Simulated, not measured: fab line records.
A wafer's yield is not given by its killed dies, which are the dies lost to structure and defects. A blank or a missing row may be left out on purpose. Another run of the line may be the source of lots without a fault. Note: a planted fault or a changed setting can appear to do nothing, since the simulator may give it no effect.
Which tool was responsible?    flow sky130    12 lots, 36 wafers sampled, at 1 step of a route of 708

## WHAT THE GAUGES SHOWED, per wafer
SKY_FIELD_ISO_THK_MEAS_04.
lot   measured     on             FIELD_ISO_CVD_03_THK (nm)
L075  day 1 18:51  film-metro-04  162.9 162.6 163.7
L077  day 2 07:18  film-metro-01  162.5 164.4 164.5
L079  day 2 15:04  film-metro-01  163.0 163.9 163.3
L081  day 3 02:37  film-metro-03  164.5 164.2 162.9
L083  day 3 10:55  film-metro-03  163.6 164.7 164.7
L085  day 3 20:55  film-metro-04  164.1 162.6 164.5
L087  day 4 06:29  film-metro-03  165.2 164.4 164.3
L089  day 4 17:29  film-metro-04  165.3 164.9 165.3
L091  day 5 02:41  film-metro-03  163.3 163.1 163.4
L093  day 5 14:47  film-metro-01  166.2 165.6 165.8
L095  day 6 07:06  film-metro-03  165.1 163.6 166.1
L097  day 6 15:41  film-metro-03  165.3 165.4 165.1

## EACH LOT AND THE TOOL THAT RAN IT (in order: tool; ch and the chambers of the sampled wafers; start)
There is no process step in the record ahead of these readings.

## THE ANSWER, worked out from the rows above alone
Rule: the usual values come from the lots themselves. The widest of any qualifying gaps counts: lots, ordered by their means at a reading, are off when they make up no more than a third of the lots, leave a main group of 4 or more, and stand apart from it by 3 or more times the standard deviation of that group's means. Not used: any main group whose means are identical at the precision the tables above print for the reading. Also off: a lot with no number at a reading for which 4 or more lots have one. Where the step has rows for the other lots, those lots are counted as sound.
No lot is off on any of the readings shown, so nothing can be concluded from this.

## WHAT WAS PUT IN BY THE SIMULATOR
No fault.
